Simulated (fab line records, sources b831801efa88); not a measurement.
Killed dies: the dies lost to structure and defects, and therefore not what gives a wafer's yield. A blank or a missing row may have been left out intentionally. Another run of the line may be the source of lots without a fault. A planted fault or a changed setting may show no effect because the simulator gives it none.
A lot that was struck, set against a sound lot / flow sfq_line / 41 steps out of a route of 325
Sound: the wafers L311.1, L311.3, L311.6. Struck: wafer L300.1 (left out: L300.2, L300.5 of the same lot, which were not struck); the cause appears at the end.
At each step with rows: each side's tool, then ch and its chambers, then its first start. Under that, the readings that differ: sound wafers / struck wafers / difference of the means / sigmas: that difference in standard deviations of wafers without a fault.
alike: a reading whose means differ by less than 2 such deviations, as well as words and numbers matching on both sides. not compared: withheld readings; readings where some wafer has no value; bounds like >300 that might hide an equal value; numbers whose values overlap and for which the record gives no deviation.
The two part at a step that has a row with sigmas, a row that says differs or no value, or rows on one side only. When numbers do not overlap yet have no deviation, they are printed without sigmas and do not part them. A reading that every wafer of one side lacks parts them only if that side has two wafers or more.

SFQ_C5_OVL_MEAS_937:
  struck on overlay-01, day 67 06:05; sound on overlay-01, day 70 20:12
  alike: C5_OVL
then, 5 steps without rows for these wafers: SFQ_TRILAYER_C5_BARC_OPEN_VIA_ETCH_210 (etches BARC in O2, target depth 125 nm, time 41.7 s); SFQ_TRILAYER_C5_ETCH_VIA_ETCH_154 (etches SiO2 in CHF3, stops on Nb, target depth 84 nm); SFQ_TRILAYER_C5_STRIP_STRIP_155 (strips in O2); SFQ_TRILAYER_C5_STRIP_SOLV_CLEAN_156 (cleans in NMP, time 600 s); SFQ_TRILAYER_M6_DEP_PRE_CLEAN_158 (time 22.5 s).
SFQ_TRILAYER_M6_DEP_SPUTTER_157: material Nb, target thk 200 nm, time 133.3 s.
  struck on pvd_sputter-06, day 67 07:01; sound on pvd_sputter-06, day 70 21:10
  alike: throttle_valve_pct
SFQ_M6_RS_MEAS_938: a four-point-probe measurement.
  struck on film_metro-01, day 67 07:06; sound on film_metro-04, day 70 21:16
  alike: M6_NB_RS
then, 3 steps without rows for these wafers: SFQ_TRILAYER_M6_LITHO_COAT_164 (resist thk 62 nm); SFQ_TRILAYER_M6_LITHO_COAT_159 (resist thk 600 nm); SFQ_TRILAYER_M6_LITHO_SOFTBAKE_163.
SFQ_TRILAYER_M6_LITHO_EXPOSE_160: exposes mask M6, target cd 500 nm.
  sound on krf_scanner-01 ch 0, day 72 00:42; struck on krf_scanner-01 ch 0, day 68 21:27
reading=exposure_dose_mJ_cm2; sound=14.373 14.373 14.373; struck=14.410; difference=+0.037; sigmas=+2
  alike: mask
then, 2 steps without rows for these wafers: SFQ_TRILAYER_M6_LITHO_PEB_162 (peb time 60 s); SFQ_TRILAYER_M6_LITHO_DEVELOP_161 (time 60 s).
SFQ_M6_OVL_MEAS_940:
  struck on overlay-01, day 68 22:57; sound on overlay-01, day 72 02:12
  alike: M6_OVL
SFQ_TRILAYER_M6_BARC_OPEN_METAL_ETCH_206: etches BARC in O2, target depth 125 nm, time 41.7 s.
  sound on rie_metal-01 ch 0,1, day 72 02:14; struck on rie_metal-03 ch 0, day 68 22:59
reading=model.M6.cd_nm (nm); sound=503.3 504.7 503.8; struck=477.8; difference=-26.1; sigmas=
  alike: drypump_motor_current_A, oes_product_au
  not compared: rf_hours_counter_h
SFQ_TRILAYER_M6_ETCH_METAL_ETCH_162: etches Nb in Cl2/Ar, stops on SiO2, target depth 240 nm, time 120 s.
  sound on rie_metal-01 ch 0,1, day 72 02:18; struck on rie_metal-03 ch 0, day 68 23:03
reading=model.M6.cd_nm (nm); sound=504 504.4 504.2; struck=479.3; difference=-24.9; sigmas=
  alike: drypump_motor_current_A, oes_product_au
  not compared: rf_hours_counter_h
SFQ_TRILAYER_M6_STRIP_STRIP_163: strips in O2.
  sound on rie_metal-01 ch 0,1, day 72 02:25; struck on rie_metal-03 ch 0, day 68 23:10
  alike: drypump_motor_current_A, oes_product_au
  not compared: rf_hours_counter_h
then, 1 step without rows for these wafers: SFQ_TRILAYER_M6_STRIP_SOLV_CLEAN_164 (cleans in NMP, time 600 s).
SFQ_TRILAYER_I6_DEP_PECVD_165: deposits SiO2 from SiH4/N2O, time 111.11 s, target thk 500 nm.
  sound on pecvd-04 ch 0,1, day 72 03:12; struck on pecvd-02 ch 0, day 68 23:58
  alike: heater_power_w, throttle_valve_pct
then, 1 step without rows for these wafers: SFQ_TRILAYER_I6_CMP_CMP_166 (polishes SiO2).
SFQ_I6_BOW_MEAS_941:
  struck on film_metro-03, day 69 03:38; sound on film_metro-03, day 72 06:53
  alike: I6_BOW
then, 7 steps without rows for these wafers: SFQ_TRILAYER_I6_METRO_MEASURE_167; SFQ_TRILAYER_I6_VIA_LITHO_COAT_174 (resist thk 62 nm); SFQ_TRILAYER_I6_VIA_LITHO_COAT_169 (resist thk 650 nm); SFQ_TRILAYER_I6_VIA_LITHO_SOFTBAKE_173; SFQ_TRILAYER_I6_VIA_LITHO_EXPOSE_170 (exposes mask I6, target cd 700 nm); SFQ_TRILAYER_I6_VIA_LITHO_PEB_172 (peb time 60 s); SFQ_TRILAYER_I6_VIA_LITHO_DEVELOP_171 (time 60 s).
SFQ_I6_OVL_MEAS_942:
  struck on overlay-01, day 70 06:10; sound on overlay-02, day 73 05:36
  alike: I6_OVL
then, 1 step without rows for these wafers: SFQ_TRILAYER_I6_VIA_BARC_OPEN_VIA_ETCH_235 (etches BARC in O2, target depth 125 nm, time 41.7 s).
SFQ_TRILAYER_I6_VIA_ETCH_VIA_ETCH_172: etches SiO2 in CHF3, stops on Nb, target depth 260 nm.
  sound on rie_diel-03 ch 0,1,3, day 73 05:41; struck on rie_diel-03 ch 0, day 70 06:14
  alike: drypump_motor_current_A, oes_product_au
SFQ_TRILAYER_I6_VIA_STRIP_STRIP_173: strips in O2.
  sound on rie_metal-04 ch 0,1, day 73 05:47; struck on rie_metal-03 ch 0, day 70 06:21
  alike: drypump_motor_current_A, oes_product_au
  not compared: rf_hours_counter_h
then, 3 steps without rows for these wafers: SFQ_TRILAYER_I6_VIA_STRIP_SOLV_CLEAN_174 (cleans in NMP, time 600 s); SFQ_TRILAYER_M7_DEP_PRE_CLEAN_176 (time 22.5 s); SFQ_TRILAYER_M7_DEP_SPUTTER_175 (material Nb, target thk 200 nm, time 133.3 s).
SFQ_M7_RS_MEAS_943: a four-point-probe measurement.
  struck on film_metro-04, day 70 07:15; sound on film_metro-01, day 73 06:41
  alike: M7_NB_RS
then, 3 steps without rows for these wafers: SFQ_TRILAYER_M7_LITHO_COAT_182 (resist thk 62 nm); SFQ_TRILAYER_M7_LITHO_COAT_177 (resist thk 600 nm); SFQ_TRILAYER_M7_LITHO_SOFTBAKE_181.
-- the record jumps here: 6 days lie between the struck wafers' starts before and after --
SFQ_M8_BOW_MEAS_951:
  struck on film_metro-01, day 76 02:24; sound on film_metro-02, day 80 19:07
reading=model.etest.m6.ohm_um; sound=1.747 1.751 1.774; struck=1.831; difference=+0.074; sigmas=
  alike: M8_BOW

## WHERE THEY PART
Within this record, at SFQ_TRILAYER_M6_LITHO_EXPOSE_160 only. Later steps at which nothing parts them and some readings are alike: SFQ_M6_OVL_MEAS_940, SFQ_TRILAYER_M6_BARC_OPEN_METAL_ETCH_206, SFQ_TRILAYER_M6_ETCH_METAL_ETCH_162, SFQ_TRILAYER_M6_STRIP_STRIP_163, SFQ_TRILAYER_I6_DEP_PECVD_165, SFQ_I6_BOW_MEAS_941, SFQ_I6_OVL_MEAS_942, SFQ_TRILAYER_I6_VIA_ETCH_VIA_ETCH_172, SFQ_TRILAYER_I6_VIA_STRIP_STRIP_173, SFQ_M7_RS_MEAS_943, SFQ_M8_BOW_MEAS_951.

WHY: whatever the simulator had introduced
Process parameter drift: krf_scanner-01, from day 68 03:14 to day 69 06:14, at SFQ_TRILAYER_M6_LITHO_EXPOSE_160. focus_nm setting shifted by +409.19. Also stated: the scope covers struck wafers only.
